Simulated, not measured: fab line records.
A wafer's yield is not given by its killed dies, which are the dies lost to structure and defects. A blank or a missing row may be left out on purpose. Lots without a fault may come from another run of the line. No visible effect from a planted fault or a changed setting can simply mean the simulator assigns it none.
Matching of chambers / flow sky130 / cmp-01 running SKY_LI_CONTACT_CMP_02: 4 sister chambers
The step polishes PSG. 4 wafers are shown with their chamber, then 7 later ones without.

== EACH WAFER AND ITS CHAMBER ==
wafer=L505.6; chamber=0; motorCurrentA (A)=12.1
wafer=L507.1; chamber=3; motorCurrentA (A)=10.4
wafer=L507.3; chamber=1; motorCurrentA (A)=11.0
wafer=L507.6; chamber=2; motorCurrentA (A)=13.3

== WAFERS MISSING THEIR CHAMBER ==
wafer=L508.1; motorCurrentA (A)=10.3
wafer=L508.4; motorCurrentA (A)=11.9
wafer=L508.5; motorCurrentA (A)=10.4
wafer=L515.6; motorCurrentA (A)=10.9
wafer=L516.3; motorCurrentA (A)=12.6
wafer=L516.6; motorCurrentA (A)=12.9
wafer=L517.1; motorCurrentA (A)=10.1

== WHICH CHAMBER EACH WENT THROUGH ==
wafer=L508.1; from the rows above=3; in truth=3
wafer=L508.4; from the rows above=0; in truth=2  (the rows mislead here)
wafer=L508.5; from the rows above=3; in truth=3
wafer=L515.6; from the rows above=can't be placed: 1 or 3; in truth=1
wafer=L516.3; from the rows above=can't be placed: 0 or 2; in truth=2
wafer=L516.6; from the rows above=can't be placed: 2 or 0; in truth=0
wafer=L517.1; from the rows above=3; in truth=3
Correctly placed: 3 of 7. Can't be placed from these rows: 3 (the true chamber is among the candidates in 3). Placed wrongly: 1.
How it was worked out, from the rows above alone: a wafer's distance from a chamber is the root of the sum, over the readings, of the square of ((its reading less the chamber's mean) divided by the reading's scatter). If the next closest chamber is less than 2 further off than the closest, the wafer can't be placed; otherwise it belongs to the closest. The mean given for a chamber averages the wafers shown for that chamber. The scatter: with one shown wafer a chamber, the root of the mean of the squares of how far each hidden wafer lies from its nearest shown one.
